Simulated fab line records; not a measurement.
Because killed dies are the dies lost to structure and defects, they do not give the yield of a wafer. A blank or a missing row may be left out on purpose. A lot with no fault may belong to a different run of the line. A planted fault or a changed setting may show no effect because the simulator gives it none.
A single fault, viewed from 2 desks | flow gf180mcu | each desk holds nothing but its own numbers, with what lay behind them at the end

## THE METROLOGY DESK
Means of the sampled wafers that have a number, per lot and without regard to the tool the lot ran on: this is what the gauges read. Any lot whose mean is over 4 standard deviations away from the usual mean is out of limits and marked OUT; that distance is given in the brackets.
Columns: A = V1_W_RS at GF_V1_RS_MEAS_24, usual 0.330 ohm/sq; B = V1_W_THK at GF_V1_THK_MEAS_25, usual 356 nm; C = M2_ALCU_RS at GF_M2_RS_MEAS_05, usual 0.0693 ohm/sq; D = M2_ALCU_THK at GF_M2_THK_MEAS_06, usual 453 nm; E = cd_nm at GF_M2_CD_MEAS_14, usual 280.0 nm; F = M2_OVL at GF_M2_OVL_MEAS_15, usual -4 nm
lot  | first seen here | A     | B   | C      | D   | E     | F
L349 | day 18 13:03    | 0.327 | 355 | 0.0706 | 447 | 280.3 | -8
L359 | day 21 20:25    | 0.331 | 349 | 0.0693 | 456 | 280.0 | -5
L360 | day 22 10:17    | 0.329 | 360 | 0.0682 | 461 | 280.3 | -3
L366 | day 24 09:44    | 0.328 | 351 | 0.0689 | 454 | 281.5 | -4
L369 | day 25 06:05    | 0.331 | 358 | 0.0696 | 451 | 280.3 | -0
L372 | day 26 02:22    | 0.333 | 357 | 0.0696 | 451 | 278.4 | 0
This desk's verdict: no lot among the 6 shows anything out of limits.

## THE TOOL OWNER'S DESK: litho_track-03
The tool's own readings at GF_M2_COAT_09 (resist thk 1000 nm): means of the sampled wafers that have a number, for each lot that ran on this tool. Any lot whose mean is over 4 standard deviations away from the usual mean is out of limits and marked OUT; that distance is given in the brackets.
Columns: A = dispense_pressure_kPa at GF_M2_COAT_09, usual 56.2 kPa
lot  | first seen here | A
L359 | day 22 09:04    | 57.9
L360 | day 22 22:07    | 57.9
L369 | day 25 17:07    | 57.9
This desk's verdict: no lot among the 3 shows anything out of limits.

## ALL TOGETHER
Metrology desk: nothing out of limits seen.
Nothing out of limits was seen by the tool owner's desk.

## WHAT THE SIMULATOR PUT IN
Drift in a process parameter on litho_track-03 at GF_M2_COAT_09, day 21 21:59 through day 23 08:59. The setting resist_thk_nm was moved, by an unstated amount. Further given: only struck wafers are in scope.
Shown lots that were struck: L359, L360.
